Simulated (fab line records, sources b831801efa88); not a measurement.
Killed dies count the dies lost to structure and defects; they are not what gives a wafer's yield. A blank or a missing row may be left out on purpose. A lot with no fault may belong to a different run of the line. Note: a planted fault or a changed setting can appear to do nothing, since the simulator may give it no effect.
Which tool was responsible? | flow sky130 | 12 lots with 36 wafers sampled at 5 steps, on a route of 708 steps

== WHAT EACH GAUGE READ, for each wafer ==
SKY_SONOS_ONO_THK_MEAS_01. Usual: SONOS_ONO_OXIDATION_THK 2.59 nm, standard deviation 0.061.
lot  | measured     | on            | SONOS_ONO_OXIDATION_THK (nm) | flag
L460 | day 11 19:19 | film metro-01 | 2.50 2.55 2.58               |
L461 | day 12 03:53 | film metro-02 | 2.59 2.61 2.58               |
L468 | day 14 14:40 | film metro-01 | 3.00 3.04 2.99               | OFF
L469 | day 14 17:49 | film metro-02 | 3.00 2.97 2.94               | OFF
L473 | day 16 02:39 | film metro-02 | 2.58 2.64 2.54               |
L475 | day 16 16:01 | film metro-04 | 2.58 2.58 2.57               |
L478 | day 17 15:29 | film metro-04 | 2.60 2.54 2.65               |
L479 | day 18 06:04 | film metro-02 | 2.53 2.51 2.59               |
L480 | day 18 09:59 | film metro-04 | 2.51 2.50 2.56               |
L481 | day 18 22:49 | film metro-02 | 2.77 2.70 2.62               |
L482 | day 19 08:07 | film metro-01 | 2.66 2.72 2.61               |
L483 | day 19 12:29 | film metro-04 | 2.67 2.73 2.70               |

SKY_SONOS_ONO_THK_MEAS_05. Usual: SONOS_ONO_CVD_04_THK 5.72 nm, standard deviation 0.13.
lot  | measured     | on            | SONOS_ONO_CVD_04_THK (nm) | flag
L460 | day 11 21:44 | film metro-01 | 5.58 5.45 5.38            |
L461 | day 12 06:18 | film metro-01 | 5.84 5.77 5.82            |
L468 | day 15 00:32 | film metro-04 | 5.74 5.79 5.89            |
L469 | day 15 00:32 | film metro-02 | 5.72 5.65 5.67            |
L473 | day 16 14:24 | film metro-02 | 5.71 5.85 5.84            |
L475 | day 16 19:13 | film metro-02 | 5.86 5.85 5.98            |
L478 | day 17 18:00 | film metro-01 | 5.69 5.71 5.63            |
L479 | day 18 10:06 | film metro-01 | 5.60 5.56 5.63            |
L480 | day 18 12:56 | film metro-02 | 5.67 5.61 5.68            |
L481 | day 19 02:41 | film metro-02 | 5.73 5.82 5.79            |
L482 | day 19 11:10 | film metro-02 | 5.77 5.76 5.84            |
L483 | day 19 15:57 | film metro-02 | 5.89 5.84 5.82            |

== WHICH TOOL RAN EACH LOT (tool, then ch and the chambers of the sampled wafers, then the start) ==
lot  | SKY_VT_ADJUST_NCORE_STRIP_10         | SKY_VT_ADJUST_HVTR_STRIP_10          | SKY_SONOS_ONO_OXIDATION_00
L460 | plasma asher-04 ch 0,1, day 8 16:14  | plasma asher-03 ch 0,1, day 9 14:15  | furnace-02 ch 0, day 11 17:58
L461 | plasma asher-04 ch 0,1, day 9 02:26  | plasma asher-01 ch 0,1, day 10 00:41 | furnace-02 ch 0, day 12 02:32
L468 | plasma asher-02 ch 0,1, day 11 08:37 | plasma asher-01 ch 0,1, day 12 08:41 | furnace-02 ch 0, day 14 13:19
L469 | plasma asher-02 ch 0,1, day 11 11:04 | plasma asher-01 ch 0,1, day 12 11:48 | furnace-02 ch 0, day 14 16:28
L473 | plasma asher-02 ch 1, day 12 16:53   | plasma asher-01 ch 1, day 13 17:51   | furnace-01 ch 0, day 16 01:18
L475 | plasma asher-03 ch 0,1, day 13 05:23 | plasma asher-03 ch 0, day 14 07:18   | furnace-01 ch 0, day 16 14:40
L478 | plasma asher-03 ch 0,1, day 14 01:22 | plasma asher-01 ch 0,1, day 15 05:03 | furnace-02 ch 0, day 17 14:07
L479 | plasma asher-03 ch 0,1, day 14 13:37 | plasma asher-02 ch 0,1, day 15 16:52 | furnace-01 ch 0, day 18 04:42
L480 | plasma asher-04 ch 0,1, day 14 17:40 | plasma asher-01 ch 0,1, day 15 20:49 | furnace-02 ch 0, day 18 08:38
L481 | plasma asher-04 ch 0,1, day 15 05:38 | plasma asher-03 ch 0,1, day 16 09:10 | furnace-02 ch 0, day 18 21:29
L482 | plasma asher-03 ch 0,1, day 15 12:51 | plasma asher-02 ch 0,1, day 16 16:13 | furnace-02 ch 0, day 19 06:46
L483 | plasma asher-04 ch 0,1, day 15 19:14 | plasma asher-02 ch 0,1, day 16 22:40 | furnace-02 ch 0, day 19 11:08
- SKY_VT_ADJUST_NCORE_STRIP_10: strips in O2/N2.
- SKY_VT_ADJUST_HVTR_STRIP_10: strips in O2/N2.
- SKY_SONOS_ONO_OXIDATION_00: stabilise 600 s, purge 300 s, target thk 2.6 nm.

== WHAT THE TOOLS THEMSELVES READ (means of the sampled wafers that have a number; where no wafer has one, the mark that the record gives instead) ==
SKY_VT_ADJUST_NCORE_STRIP_10. Usual: drypump motor current A 5.8 A, standard deviation 0.48; o2 flow sccm 3000 sccm, standard deviation 9.3; oes product au 0.716 a.u., standard deviation 0.0045; strip time to endpoint s 14.18 s, standard deviation 0.046.
lot  | tool            | drypump motor current A (A) | o2 flow sccm (sccm) | oes product au (a.u.) | strip time to endpoint s (s) | flag
L460 | plasma asher-04 | 5.7                         | 2991                | 0.715                 | 14.21                        |
L461 | plasma asher-04 | 5.5                         | 2999                | 0.718                 | 14.16                        |
L468 | plasma asher-02 | 5.7                         | 3000                | 0.715                 | 14.23                        |
L469 | plasma asher-02 | 5.7                         | 3012                | 0.718                 | 14.22                        |
L473 | plasma asher-02 | 5.9                         | 2985                | 0.714                 | 14.11                        |
L475 | plasma asher-03 | 6.4                         | 3004                | 0.715                 | 14.11                        |
L478 | plasma asher-03 | 6.1                         | 3001                | 0.717                 | 14.24                        |
L479 | plasma asher-03 | 6.1                         | 2989                | 0.709                 | 14.17                        |
L480 | plasma asher-04 | 5.5                         | 2999                | 0.709                 | 14.21                        |
L481 | plasma asher-04 | 5.7                         | 2999                | 0.719                 | 14.17                        |
L482 | plasma asher-03 | 6.2                         | 2998                | 0.717                 | 14.20                        |
L483 | plasma asher-04 | 5.5                         | 3009                | 0.715                 | 14.18                        |

SKY_VT_ADJUST_HVTR_STRIP_10. Usual: drypump motor current A 5.7 A, standard deviation 0.41; o2 flow sccm 2999 sccm, standard deviation 8.8; oes product au 0.716 a.u., standard deviation 0.0041; strip time to endpoint s 14.18 s, standard deviation 0.041.
lot  | tool            | drypump motor current A (A) | o2 flow sccm (sccm) | oes product au (a.u.) | strip time to endpoint s (s) | flag
L460 | plasma asher-03 | 6.4                         | 3012                | 0.715                 | 14.16                        |
L461 | plasma asher-01 | 5.6                         | 3012                | 0.712                 | 14.22                        |
L468 | plasma asher-01 | 5.6                         | 2996                | 0.714                 | 14.19                        |
L469 | plasma asher-01 | 5.6                         | 2995                | 0.715                 | 14.17                        |
L473 | plasma asher-01 | 5.7                         | 3006                | 0.716                 | 14.21                        |
L475 | plasma asher-03 | 6.7                         | 3000                | 0.713                 | 14.17                        |
L478 | plasma asher-01 | 5.7                         | 2999                | 0.713                 | 14.25                        |
L479 | plasma asher-02 | 5.4                         | 3007                | 0.710                 | 14.22                        |
L480 | plasma asher-01 | 5.7                         | 2999                | 0.717                 | 14.19                        |
L481 | plasma asher-03 | 6.1                         | 2995                | 0.717                 | 14.17                        |
L482 | plasma asher-02 | 5.7                         | 3009                | 0.718                 | 14.21                        |
L483 | plasma asher-02 | 5.7                         | 3007                | 0.717                 | 14.21                        |

== THE ANSWER, worked out from the rows above alone ==
Rule: a lot is off if the mean of its wafers that have a number lies more than 3 standard deviations from the usual mean. Also off: a lot with no number at a reading for which 4 or more lots have one. Any other lot the step has rows for is counted as sound. After the gauges, taken in route order, come the tools' own readings; for these a lot's mean is taken, as printed above. The first step at which some lot is off is used, and at that step the reading that is off furthest; a lot without a number counts as furthest.
Off: L468, L469, at SKY_SONOS_ONO_THK_MEAS_01 (SONOS_ONO_OXIDATION_THK).
A tool fits if, at a process step before that reading, it ran every lot that is off, and no sound lot after the first of them. Those tools and the gauges at SKY_SONOS_ONO_THK_MEAS_01 are tried in the same way. No candidate that was tried fits.

== WHAT WAS PUT IN BY THE SIMULATOR ==
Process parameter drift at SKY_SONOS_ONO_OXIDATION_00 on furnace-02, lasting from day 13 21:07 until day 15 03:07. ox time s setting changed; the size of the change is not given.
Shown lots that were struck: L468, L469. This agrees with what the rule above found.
